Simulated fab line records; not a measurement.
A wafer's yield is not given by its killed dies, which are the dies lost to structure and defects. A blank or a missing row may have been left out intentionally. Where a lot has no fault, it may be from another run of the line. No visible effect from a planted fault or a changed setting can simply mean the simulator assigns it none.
Chamber matching ; flow gf180mcu ; GF_V5_CMP_26 on cmp-01: 4 sister chambers
The step polishes, stops on SiO2, t overpolish 15 s, target thk 0 nm. 8 wafers are shown with their chamber, then 9 later ones without.

== WAFERS, EACH WITH ITS CHAMBER ==
wafer;chamber;motorCurrentA (A);timeToEndpointS (s)
L085.1;3;11.9;87
L085.6;0;9.5;87
L086.2;2;10.9;81
L086.3;1;12.4;84
L086.6;0;8.8;86
L088.1;3;11.7;90
L088.3;2;11.0;84
L088.4;1;12.3;89

== WAFERS WHOSE CHAMBER IS MISSING ==
wafer;motorCurrentA (A);timeToEndpointS (s)
L088.2;9.2;88
L088.5;9.6;86
L088.6;12.1;89
L095.1;12.1;91
L095.3;11.6;89
L095.5;10.9;83
L097.1;10.5;84
L097.3;11.6;91
L097.5;9.4;93

== THE CHAMBER EACH PASSED THROUGH ==
wafer;from the rows above;in truth
L088.2;0;0
L088.5;0;0
L088.6;can't be placed: 3 or 1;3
L095.1;can't be placed: 3 or 1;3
L095.3;3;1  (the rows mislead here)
L095.5;2;2
L097.1;2;2
L097.3;3;3
L097.5;0;0
6 of 9 placed correctly. These rows do not allow placing 2 (true chamber among the candidates in 2). 1 placed wrongly.
How it was worked out, from the rows above alone: a wafer's distance from a chamber is the root of the sum, over the readings, of the square of ((its reading less the chamber's mean) divided by the reading's scatter). If the next closest chamber is less than 2 further off than the closest, the wafer can't be placed; otherwise it belongs to the closest. The mean given for a chamber averages the wafers shown for that chamber. The scatter is the square root of a quotient: the sum, over the shown wafers, of each reading's squared deviation from its chamber's mean, divided by wafers minus chambers.
